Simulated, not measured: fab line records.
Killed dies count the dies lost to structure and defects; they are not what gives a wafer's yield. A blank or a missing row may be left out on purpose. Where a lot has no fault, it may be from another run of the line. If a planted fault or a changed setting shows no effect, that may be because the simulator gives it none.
Chamber matching ; flow gf180mcu ; 4 sister chambers for GF_STI_ETCH_14 on rie si-02
The step etches Si in HBr/Cl2/O2, target depth 360 nm, time 102.9 s. 4 wafers are shown with their chamber, then 11 later ones without.

EACH WAFER AND ITS CHAMBER
wafer;chamber;drypump motor current A (A)
L081.6;3;5.7
L082.2;1;5.3
L082.4;0;5.9
L089.1;2;6.6

WAFERS WITHOUT THEIR CHAMBER
wafer;drypump motor current A (A)
L089.2;5.3
L089.4;5.9
L090.2;5.3
L090.5;6.0
L090.6;5.3
L095.2;6.0
L095.5;6.0
L095.6;5.3
L096.4;5.4
L096.5;6.6
L096.6;5.7

THE CHAMBER EACH PASSED THROUGH
wafer;from the rows above;in truth
L089.2;1;1
L089.4;0;0
L090.2;1;1
L090.5;0;0
L090.6;1;1
L095.2;0;0
L095.5;0;0
L095.6;1;1
L096.4;1;1
L096.5;2;2
L096.6;3;3
11 of 11 placed correctly. Left unplaced by these rows: 0. 0 placed wrongly.
How it was worked out, from the rows above alone: a wafer's distance from a chamber is the root of the sum, over the readings, of the square of ((its reading less the chamber's mean) divided by the reading's scatter). If the next closest chamber is less than 2 further off than the closest, the wafer can't be placed; otherwise it belongs to the closest. For every chamber, the mean is computed from those of its wafers that are shown. The scatter: root of mean squared gap, hidden wafer to nearest shown wafer, with one shown wafer a chamber.
